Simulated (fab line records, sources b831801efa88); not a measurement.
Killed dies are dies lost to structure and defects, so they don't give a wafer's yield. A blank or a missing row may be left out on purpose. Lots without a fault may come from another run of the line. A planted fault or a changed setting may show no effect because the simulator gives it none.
Chamber matching | flow gf180mcu | GF_V4_CMP_26 on cmp-01: 4 sister chambers
The step polishes, stops on SiO2, t overpolish 15 s, target thk 0 nm. 8 wafers are shown with their chamber, then 9 later ones without.

WAFERS WITH THEIR CHAMBER
wafer  | chamber | motor_current_A (A) | time_to_endpoint_s (s)
L857.3 | 3       | 12.0                | 86
L858.1 | 3       | 12.5                | 85
L860.4 | 2       | 11.4                | 80
L860.6 | 0       | 11.5                | 87
L866.6 | 2       | 10.7                | 84
L868.1 | 1       | 9.7                 | 82
L868.2 | 0       | 11.8                | 95
L868.6 | 1       | 10.3                | 84

WAFERS WITHOUT THEIR CHAMBER
wafer  | motor_current_A (A) | time_to_endpoint_s (s)
L870.3 | 9.9                 | 91
L870.5 | 12.5                | 86
L870.6 | 11.3                | 84
L878.1 | 11.3                | 93
L878.2 | 10.2                | 87
L878.3 | 12.1                | 83
L879.1 | 11.4                | 88
L879.3 | 11.4                | 88
L879.5 | 11.5                | 83

WHICH CHAMBER EACH WENT THROUGH
wafer  | from the rows above          | in truth
L870.3 | can't be placed: 1 or 2      | 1
L870.5 | 3                            | 3
L870.6 | can't be placed: 2 or 0 or 3 | 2
L878.1 | 0                            | 0
L878.2 | can't be placed: 1 or 2      | 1
L878.3 | can't be placed: 3 or 0 or 2 | 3
L879.1 | can't be placed: 0 or 2 or 3 | 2
L879.3 | can't be placed: 0 or 2 or 3 | 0
L879.5 | can't be placed: 2 or 3 or 0 | 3
Placed correctly: 2 of 9. Can't be placed from these rows: 7 (the true chamber is among the candidates in 7). Placed wrongly: 0.
How it was worked out, from the rows above alone: a wafer's distance from a chamber is the root of the sum, over the readings, of the square of ((its reading less the chamber's mean) divided by the reading's scatter). The wafer belongs to the nearest chamber; if the next one is less than 2 further off, it can't be placed. A chamber's mean is the mean of its shown wafers. The scatter: the root of (the sum of the squares of (reading less its chamber's mean) over the shown wafers, divided by (wafers less chambers)).
